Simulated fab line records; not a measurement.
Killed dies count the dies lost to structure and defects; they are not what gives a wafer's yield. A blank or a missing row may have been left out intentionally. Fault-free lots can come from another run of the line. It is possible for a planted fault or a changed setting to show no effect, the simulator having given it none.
fab line records	flow sky130
record: lots: 6	wafers: 18	lastDay: 50
route steps=708 shown VT_ADJUST_LVTN@116 VT_ADJUST_NCORE@119 VT_ADJUST_HVTR@131 PAD_OPEN@708
lots that met no fault: taken from a fault-free run of the same line
startH: the number of hours between the record's first day and the start of the first shown wafer of the lot	waitH: how many hours have passed since the lot's step before this one	" the same as in the row above	L1.1+2: several wafers, shown together as one row	- value missing, or start not given	* or withheld: withheld	< > ~ a bound
route shown NAME@n: a module of which the file shows steps, and the number in the route of the first	usual: the fault-free wafers' mean and standard deviation	same: alike in all rows	chamber/n: place in a boat	sites: the reading at each site	_std_site: standard deviation across them	_edge_site: inner sites' mean taken away from outer sites' mean	radiusMm: how far each site lies from the wafer's centre	mask NAME#n: copy n	behind: the last tool/chamber to shape the wafer	hold: what put the lot on hold/how long, in hours/how the hold closed	device: transistor that didn't switch, given as n, p or np	end of line: the same wafers' tests at the end of the route	step lacking rows: just its recipe	killed: dies that structure and defects cost at the first sort, which is not the same as the wafer's yield	map: per-die view of a wafer (x killed, . not killed, _ where there is no die)
set.NAME: the setting the step ran with; set.NAME@STEP: the setting that earlier step ran with	model.NAME: the simulator's own value behind a step, which no gauge read
a table for each step, a row for each wafer; lots at some steps of the route
services: from which hour (startH, from the record's first day; less than 0 if before it) a tool's chamber was out of use, for how many hours, and why
== steps ==
step: SKY_VT_ADJUST_LVTN_IMPLANT_19
recipe: species: B	energyKev: 30	doseCm2: 6.5e+11	tiltDeg: withheld
step: SKY_VT_ADJUST_LVTN_STRIP_20
recipe: chemistry: O2/N2	powerW: 1400	pressureMtorr: 1500	platenTempC: withheld	o2FlowSccm: 3000	n2FlowSccm: 300	overashFraction: 0.5
usual: drypumpMotorCurrentA: 5.49/0.26	oesProductAu: 0.715/0.0046	stripTimeToEndpointS: 14.18/0.035
lot.wafer	tool	chamber	startH	waitH	drypumpMotorCurrentA	oesProductAu	rfHoursCounterH	stripTimeToEndpointS
L259.2	plasmaAsher-02	1	189.22	0.1	5.44	0.712	50	14.18
L259.4	"	0	"	"	5.29	0.711	-	14.18
L259.5	"	0	"	"	5.30	0.712	-	14.19
L260.1	plasmaAsher-03	0	193.11	0.1	5.86	0.719	5	14.29
L260.2	"	1	"	"	5.24	0.709	5	14.20
L260.6	"	1	"	"	5.26	0.716	-	14.23
L261.2	plasmaAsher-02	1	198.65	0.1	5.43	0.724	51	14.16
L261.4	"	1	"	"	5.44	0.707	-	14.16
L261.6	"	1	"	"	5.44	0.716	-	14.17
L262.1	plasmaAsher-03	0	207.75	0.1	5.89	0.721	6	14.17
L262.4	"	1	"	"	5.27	0.714	-	14.17
L262.5	"	1	"	"	5.28	0.717	-	14.18
L277.3	plasmaAsher-03	1	315.65	0.1	5.27	0.706	-	14.19
L277.4	"	0	"	"	5.88	0.715	-	14.24
L277.6	"	0	"	"	5.87	0.717	-	14.21
L278.1	plasmaAsher-02	1	320.06	0.1	5.41	0.709	63	14.19
L278.4	"	1	"	"	5.40	0.710	-	14.18
L278.5	"	1	"	"	5.40	0.721	-	14.23
step: SKY_VT_ADJUST_LVTN_TW_MEAS_21
usual: VT_ADJUST_LVTN_2_TW: 188.1/1.4
lot.wafer	tool	chamber	startH	waitH	VT_ADJUST_LVTN_2_TW
L259.2	filmMetro-01	-	189.33	0.1	189.1
L259.4	"	-	"	"	188.9
L259.5	"	-	"	"	188.9
L260.1	filmMetro-01	-	193.21	0.1	189.9
L260.2	"	-	"	"	189.8
L260.6	"	-	"	"	189.0
L261.2	filmMetro-04	-	198.76	0.1	187.6
L261.4	"	-	"	"	187.5
L261.6	"	-	"	"	186.9
L262.1	filmMetro-01	-	207.85	0.1	188.1
L262.4	"	-	"	"	189.0
L262.5	"	-	"	"	189.8
L277.3	filmMetro-04	-	315.74	0.1	187.3
L277.4	"	-	"	"	188.0
L277.6	"	-	"	"	189.0
L278.1	filmMetro-01	-	320.16	0.1	191.4
L278.4	"	-	"	"	190.6
L278.5	"	-	"	"	191.3
step: SKY_VT_ADJUST_NCORE_DEHYDRATE_00
recipe: tempC: 200	timeS: 60
step: SKY_VT_ADJUST_NCORE_HMDS_01
recipe: primeTimeS: 60	primeTempC: 120
step: SKY_VT_ADJUST_NCORE_COAT_02
recipe: resist: NOVOLAK	spinRpm: 3000	resistThkNm: 1140
step: SKY_VT_ADJUST_NCORE_SOFTBAKE_03
recipe: tempC: 90	timeS: 60	resist: NOVOLAK
step: SKY_VT_ADJUST_NCORE_EXPOSE_04
recipe: maskId: LVTN_COMPLEMENT_THIN	na: 0.6	sourceShape: conventional	sigmaOuter: 0.6	polarization: unpolarized	targetCdNm: 380	doseMj: 139
step: SKY_VT_ADJUST_NCORE_PEB_05
recipe: tempC: withheld	timeS: *	resist: NOVOLAK
step: SKY_VT_ADJUST_NCORE_DEVELOP_06
recipe: resist: NOVOLAK	developer: TMAH	developTimeS: 60	devTempC: 23.68
step: SKY_VT_ADJUST_NCORE_CD_MEAS_07
recipe: targetCdNm: 380
usual: cdNm: 379.9/2.2
lot.wafer	tool	chamber	startH	waitH	cdNm
L259.2	cdSem-02	-	211.57	0.1	377.4
L259.4	"	-	"	"	376.5
L259.5	"	-	"	"	381.5
L260.1	cdSem-01	-	215.58	0.1	377.2
L260.2	"	-	"	"	376.4
L260.6	"	-	"	"	378.1
L261.2	cdSem-01	-	221.15	0.1	375.7
L261.4	"	-	"	"	377.2
L261.6	"	-	"	"	376.0
L262.1	cdSem-01	-	230.23	0.1	383.8
L262.4	"	-	"	"	383.9
L262.5	"	-	"	"	383.8
L277.3	cdSem-02	-	342.07	0.1	382.5
L277.4	"	-	"	"	381.1
L277.6	"	-	"	"	384.4
L278.1	cdSem-02	-	346.63	0.1	379.8
L278.4	"	-	"	"	379.8
L278.5	"	-	"	"	380.7
step: SKY_VT_ADJUST_NCORE_OVL_MEAS_08
usual: VT_ADJUST_NCORE_OVL: 0.6/1.1
lot.wafer	tool	chamber	startH	waitH	VT_ADJUST_NCORE_OVL[nm]
L259.2	overlay-01	-	211.68	0.1	1.6
L259.4	"	-	"	"	0.8
L259.5	"	-	"	"	-0.3
L260.1	overlay-02	-	215.70	0.1	1.6
L260.2	"	-	"	"	0.0
L260.6	"	-	"	"	1.5
L261.2	overlay-01	-	221.26	0.1	1.0
L261.4	"	-	"	"	1.4
L261.6	"	-	"	"	0.0
L262.1	overlay-02	-	230.35	0.1	1.9
L262.4	"	-	"	"	-0.8
L262.5	"	-	"	"	-0.8
L277.3	overlay-02	-	342.17	0.1	1.3
L277.4	"	-	"	"	2.4
L277.6	"	-	"	"	3.9
L278.1	overlay-02	-	346.75	0.1	-1.3
L278.4	"	-	"	"	0.8
L278.5	"	-	"	"	-0.1
step: SKY_VT_ADJUST_NCORE_IMPLANT_09
recipe: species: B	energyKev: 10	doseCm2: 2.4e+12	tiltDeg: withheld
usual: doseIonsCm2: 2.3997e+12/2.8e+09	faradayCurrentUA: 13.54/0.26
lot.wafer	tool	chamber	startH	waitH	doseIonsCm2	faradayCurrentUA
L259.2	implanter-02	0	211.73	0.0	2.398e+12	12.98
L259.4	"	0	"	"	2.3989e+12	13.58
L259.5	"	0	"	"	2.3964e+12	13.70
L260.1	implanter-02	0	215.74	0.0	2.4038e+12	13.17
L260.2	"	0	"	"	2.4015e+12	13.46
L260.6	"	0	"	"	2.403e+12	13.56
L261.2	implanter-02	0	221.32	0.0	1.5911e+12	8.97
L261.4	"	0	"	"	1.5956e+12	8.80
L261.6	"	0	"	"	1.5892e+12	9.00
L262.1	implanter-02	0	230.39	0.0	1.5915e+12	8.96
L262.4	"	0	"	"	1.5902e+12	8.93
L262.5	"	0	"	"	1.5872e+12	8.95
L277.3	implanter-03	0	342.24	0.1	2.4032e+12	14.00
L277.4	"	0	"	"	2.401e+12	13.52
L277.6	"	0	"	"	2.4018e+12	13.61
L278.1	implanter-04	0	346.79	0.0	2.4011e+12	13.81
L278.4	"	0	"	"	2.3993e+12	13.20
L278.5	"	0	"	"	2.4029e+12	13.44
step: SKY_VT_ADJUST_NCORE_STRIP_10
recipe: chemistry: O2/N2	powerW: 1400	pressureMtorr: 1500	platenTempC: withheld	o2FlowSccm: 3000	n2FlowSccm: 300	overashFraction: 0.5
usual: drypumpMotorCurrentA: 5.7/0.37	oesProductAu: 0.716/0.0051	stripTimeToEndpointS: 14.18/0.033
lot.wafer	tool	chamber	startH	waitH	drypumpMotorCurrentA	oesProductAu	rfHoursCounterH	stripTimeToEndpointS
L259.2	plasmaAsher-03	1	211.86	0.1	5.3	0.714	6	14.16
L259.4	"	0	"	"	5.9	0.716	-	14.20
L259.5	"	0	"	"	5.9	0.710	-	14.15
L260.1	plasmaAsher-01	1	215.89	0.1	6.3	0.724	43	14.24
L260.2	"	0	"	"	5.4	0.716	43	14.21
L260.6	"	0	"	"	5.4	0.720	-	14.18
L261.2	plasmaAsher-01	0	221.44	0.1	5.4	0.709	44	14.17
L261.4	"	1	"	"	6.2	0.716	-	14.19
L261.6	"	1	"	"	6.2	0.725	-	14.17
L262.1	plasmaAsher-01	0	230.54	0.1	5.4	0.720	44	14.12
L262.4	"	1	"	"	6.2	0.718	-	14.15
L262.5	"	1	"	"	6.2	0.706	-	14.14
L277.3	plasmaAsher-04	1	342.37	0.1	6.1	0.723	-	14.21
L277.4	"	0	"	"	5.7	0.721	-	14.20
L277.6	"	1	"	"	6.1	0.715	-	14.21
L278.1	plasmaAsher-03	1	346.94	0.1	5.2	0.706	20	14.10
L278.4	"	1	"	"	5.3	0.714	-	14.11
L278.5	"	0	"	"	5.9	0.716	-	14.12
step: SKY_VT_ADJUST_NCORE_TW_MEAS_11
usual: VT_ADJUST_NCORE_TW: 218.5/2.5
lot.wafer	tool	chamber	startH	waitH	VT_ADJUST_NCORE_TW
L259.2	filmMetro-02	-	211.97	0.1	216.4
L259.4	"	-	"	"	216.8
L259.5	"	-	"	"	217.0
L260.1	filmMetro-02	-	215.99	0.1	217.5
L260.2	"	-	"	"	218.6
L260.6	"	-	"	"	217.8
L261.2	filmMetro-02	-	221.55	0.1	193.6
L261.4	"	-	"	"	193.3
L261.6	"	-	"	"	194.5
L262.1	filmMetro-01	-	230.64	0.1	196.6
L262.4	"	-	"	"	195.8
L262.5	"	-	"	"	195.2
L277.3	filmMetro-03	-	342.46	0.1	215.9
L277.4	"	-	"	"	215.5
L277.6	"	-	"	"	215.6
L278.1	filmMetro-01	-	347.04	0.1	219.9
L278.4	"	-	"	"	220.8
L278.5	"	-	"	"	221.1
step: SKY_VT_ADJUST_HVTR_DEHYDRATE_00
recipe: tempC: 200	timeS: 60
step: SKY_PAD_OPEN_PROBE_99
usual: killed_at_M0_to_M3: 43/6.3	killed_at_M4_up: 3.1/1.9	killedAtContacts: 24/5.1	killedAtFrontEnd: 14/4.3	killedAtOther: 0.3/0.53	killedDies: 85/8.8	killedOpen: 46/7.1	killedShort: 38/5.9
same: grossDies: 492	killedAtBackSide: 0
lot.wafer	tool	chamber	startH	waitH	killed_at_M0_to_M3	killed_at_M4_up	killedAtContacts	killedAtFrontEnd	killedAtOther	killedDies	killedOpen	killedShort	model.etest.nfet_16v.rOnOhmUm	model.etest.pfet_16v.rOnOhmUm	model.etest.pfetG5v0d10v5.rOnOhmUm	model.etest.tipP.rsOhmSq	model.etest.pfet_01v8.rOnOhmUm	model.etest.resPwellUnderGate.rsOhmSq	model.etest.nfetG5v0d10v5.rOnOhmUm	model.etest.tip_p_5v.rsOhmSq
L259.2	prober-01	-	1100.73	0.1	49	8	25	13	2	97	59	38	1.4e+04	1.555e+04	4894	7048	2945	2298	1909	2875
L259.4	prober-01	-	1100.83	0.2	52	3	30	12	0	97	54	43	1.409e+04	1.544e+04	4864	6998	2932	2290	1928	2882
L259.5	prober-01	-	1100.88	0.2	57	4	25	10	0	96	56	40	1.404e+04	1.526e+04	4779	7003	2891	2292	1911	2903
L260.1	prober-02	-	1105.56	0.1	43	0	19	17	0	79	38	41	1.395e+04	1.492e+04	4724	7044	2896	2270	1851	2874
L260.2	prober-02	-	1105.61	0.1	37	4	31	17	1	90	49	41	1.389e+04	1.461e+04	4709	7101	2937	2281	1858	2858
L260.6	prober-02	-	1105.81	0.2	49	1	21	9	0	80	44	36	1.394e+04	1.481e+04	4710	7099	2935	2290	1849	2858
L261.2	prober-01	-	1108.49	0.1	39	4	32	13	0	88	49	39	1.255e+04	1.572e+04	5233	7327	3159	2389	1803	2951
L261.4	prober-01	-	1108.59	0.2	42	4	25	8	2	81	42	39	1.287e+04	1.621e+04	5400	7287	3212	2397	1832	2955
L261.6	prober-01	-	1108.69	0.2	45	3	38	10	0	96	47	49	1.282e+04	1.598e+04	5301	7268	3180	2394	1829	2931
L262.1	prober-02	-	1118.47	0.1	56	8	21	9	0	94	49	45	1.266e+04	1.572e+04	5185	6977	3022	2383	1800	2924
L262.4	prober-02	-	1118.62	0.2	49	4	27	6	1	87	44	43	1.267e+04	1.582e+04	5204	6996	3055	2384	1784	2902
L262.5	prober-02	-	1118.67	0.2	55	5	27	11	1	99	63	36	1.274e+04	1.578e+04	5252	6974	3078	2350	1836	2937
L277.3	prober-02	-	1193.03	0.2	45	3	21	17	0	86	54	32	1.393e+04	1.505e+04	4758	6800	2957	2253	1896	2867
L277.4	prober-02	-	1193.08	0.2	53	4	14	16	1	88	44	42	1.402e+04	1.495e+04	4732	6786	2941	2279	1893	2877
L277.6	prober-02	-	1193.18	0.2	40	4	23	19	3	89	50	39	1.407e+04	1.495e+04	4699	6706	2941	2260	1906	2854
L278.1	prober-01	-	1198.62	0.1	41	3	27	13	0	84	53	31	1.396e+04	1.444e+04	4757	6800	2937	2246	1875	2836
L278.4	prober-01	-	1198.77	0.2	42	5	20	22	0	89	49	40	1.401e+04	1.464e+04	4748	6761	2956	2255	1880	2884
L278.5	prober-01	-	1198.82	0.2	50	4	16	20	0	90	46	44	1.4e+04	1.466e+04	4763	6820	2924	2254	1882	2846
killed by level:class
L259.2 CONTACT:geometricParticle:open=13 VIA2:geometricParticle:open=11 VIA1:geometricParticle:open=9 LI_CONTACT:geometricParticle:open=8 VIA1:geometricParticle:short=6 METAL4:geometricParticle:short=5 METAL2:geometricParticle:short=5 FIELD_ISO:geometricParticle:short=4
L259.4 VIA3:geometricParticle:open=14 CONTACT:geometricParticle:open=9 LOCAL_INTERCONNECT:geometricParticle:short=8 METAL1:geometricParticle:short=8 VIA1:geometricParticle:open=7 VIA2:geometricParticle:open=7 LI_CONTACT:geometricParticle:open=6 METAL2:geometricParticle:short=5
L259.5 VIA1:geometricParticle:open=14 CONTACT:geometricParticle:open=12 VIA3:geometricParticle:open=10 VIA2:geometricParticle:open=7 METAL1:geometricParticle:short=7 VIA1:geometricParticle:short=7 LOCAL_INTERCONNECT:geometricParticle:short=5 METAL2:geometricParticle:short=5
L260.1 METAL1:geometricParticle:short=10 FIELD_ISO:geometricParticle:short=6 VIA1:geometricParticle:open=6 VIA3:geometricParticle:open=6 LI_CONTACT:geometricParticle:open=5 CONTACT:geometricParticle:open=5 FIELD_ISO:geometricParticle:open=4 VIA3:geometricParticle:short=4
L260.2 CONTACT:geometricParticle:open=12 LI_CONTACT:geometricParticle:open=8 POLY_GATE:geometricParticle:open=7 CONTACT:geometricParticle:short=7 VIA1:geometricParticle:short=6 VIA1:geometricParticle:open=6 FIELD_ISO:geometricParticle:short=4 METAL3:geometricParticle:short=4
L260.6 VIA1:geometricParticle:open=11 VIA3:geometricParticle:open=9 VIA2:geometricParticle:open=7 LI_CONTACT:geometricParticle:short=6 METAL1:geometricParticle:short=6 LI_CONTACT:geometricParticle:open=5 CONTACT:geometricParticle:open=5 LOCAL_INTERCONNECT:geometricParticle:short=3
L261.2 CONTACT:geometricParticle:open=12 VIA1:geometricParticle:open=12 CONTACT:geometricParticle:short=9 VIA3:geometricParticle:open=7 LOCAL_INTERCONNECT:geometricParticle:short=6 METAL1:geometricParticle:short=5 VIA1:geometricParticle:short=4 FIELD_ISO:geometricParticle:short=3
L261.4 VIA1:geometricParticle:open=13 CONTACT:geometricParticle:open=9 CONTACT:geometricParticle:short=7 VIA1:geometricParticle:short=6 VIA3:geometricParticle:open=5 LI_CONTACT:geometricParticle:short=4 METAL2:geometricParticle:short=4 FIELD_ISO:geometricParticle:short=3
L261.6 LI_CONTACT:geometricParticle:open=17 VIA1:geometricParticle:open=9 VIA1:geometricParticle:short=9 LOCAL_INTERCONNECT:geometricParticle:short=8 METAL1:geometricParticle:short=7 CONTACT:geometricParticle:open=5 VIA2:geometricParticle:open=5 LI_CONTACT:geometricParticle:short=4
L262.1 VIA1:geometricParticle:open=13 CONTACT:geometricParticle:open=11 METAL1:geometricParticle:short=9 METAL4:geometricParticle:short=7 VIA1:geometricParticle:short=6 VIA2:geometricParticle:open=5 VIA3:geometricParticle:open=5 LOCAL_INTERCONNECT:geometricParticle:short=4
L262.4 VIA1:geometricParticle:open=13 CONTACT:geometricParticle:open=11 METAL2:geometricParticle:short=10 CONTACT:geometricParticle:short=6 VIA2:geometricParticle:open=6 METAL1:geometricParticle:short=5 VIA1:geometricParticle:short=5 LI_CONTACT:geometricParticle:open=4
L262.5 VIA1:geometricParticle:open=20 LI_CONTACT:geometricParticle:open=8 CONTACT:geometricParticle:open=7 VIA3:geometricParticle:open=6 METAL1:geometricParticle:short=5 VIA1:geometricParticle:short=5 METAL2:geometricParticle:short=5 FIELD_ISO:geometricParticle:open=4
L277.3 VIA1:geometricParticle:open=15 CONTACT:geometricParticle:open=7 VIA2:geometricParticle:open=7 LI_CONTACT:geometricParticle:open=6 VIA1:geometricParticle:short=6 VIA3:geometricParticle:open=6 POLY_GATE:geometricParticle:open=5 CONTACT:geometricParticle:short=4
L277.4 VIA1:geometricParticle:open=10 METAL1:geometricParticle:short=10 VIA2:geometricParticle:open=9 POLY_GATE:geometricParticle:open=6 CONTACT:geometricParticle:short=4 VIA3:geometricParticle:open=4 LI_CONTACT:geometricParticle:open=4 CONTACT:geometricParticle:open=4
L277.6 VIA1:geometricParticle:open=17 FIELD_ISO:geometricParticle:short=8 CONTACT:geometricParticle:open=8 METAL2:geometricParticle:short=5 POLY_GATE:geometricParticle:open=4 LI_CONTACT:geometricParticle:open=4 LOCAL_INTERCONNECT:geometricParticle:short=4 CONTACT:geometricParticle:short=4
L278.1 CONTACT:geometricParticle:open=11 VIA1:geometricParticle:open=11 LI_CONTACT:geometricParticle:open=8 VIA2:geometricParticle:open=8 VIA3:geometricParticle:open=7 FIELD_ISO:geometricParticle:open=4 FIELD_ISO:geometricParticle:short=4 CONTACT:geometricParticle:short=4
L278.4 VIA1:geometricParticle:open=11 LI_CONTACT:geometricParticle:open=10 FIELD_ISO:geometricParticle:short=7 VIA1:geometricParticle:short=6 FIELD_ISO:geometricParticle:open=5 POLY_GATE:geometricParticle:open=5 CONTACT:geometricParticle:open=4 METAL1:geometricParticle:short=4
L278.5 VIA1:geometricParticle:open=10 FIELD_ISO:geometricParticle:open=9 VIA3:geometricParticle:open=9 CONTACT:geometricParticle:open=6 VIA3:geometricParticle:short=5 FIELD_ISO:geometricParticle:short=5 VIA2:geometricParticle:open=5 VIA2:geometricParticle:short=5
== services ==
tool	chamber	startH	hours	kind
implanter-03	-	167.57	2.7	pm
implanter-04	-	189.05	18.9	pm
implanter-03	-	206.38	21.5	pm
plasmaAsher-01	-	248.62	2.9	repair
plasmaAsher-03	-	298.60	0.9	repair
implanter-02	-	333.99	6.3	pm
implanter-02	-	346.61	3.1	repair
== key ==
firstSign: step: SKY_VT_ADJUST_NCORE_IMPLANT_09	reading: doseIonsCm2	direction: down	sigmas: 99+	usual: *	struck: *
effect: step: SKY_VT_ADJUST_NCORE_IMPLANT_09	reading: faradayCurrentUA	direction: down	sigmas: 18	usual: 13.54	struck: 8.94
effect: step: SKY_VT_ADJUST_NCORE_TW_MEAS_11	reading: VT_ADJUST_NCORE_TW	direction: down	sigmas: 9.6	usual: 218.5	struck: 194.8
modelEffect: step: SKY_PAD_OPEN_PROBE_99	value: etest.nfet_16v.rOnOhmUm	without: 1.411e+04	struck: 1.272e+04
metAt SKY_VT_ADJUST_NCORE_IMPLANT_09
struckWafers L261.2,L261.4,L261.6,L262.1,L262.4,L262.5
testerLeftOut L261,L262
onsetBetween 215.74 221.32
fault: kind: processParameterDrift	tool: implanter-02	chamber: -	onsetH: 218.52	steps: SKY_VT_ADJUST_NCORE_IMPLANT_09	channel: doseCm2	offset: *	shape: step	endH: 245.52	actsIn: *	stated: *
testerLeftOut: of these lots the tester's yield and bins aren't shown, on N5 and GAA mostly nor the transistor test; their killed dies are dies lost to structure and defects alone, not to doping, threshold or leakage, so they don't give the yield
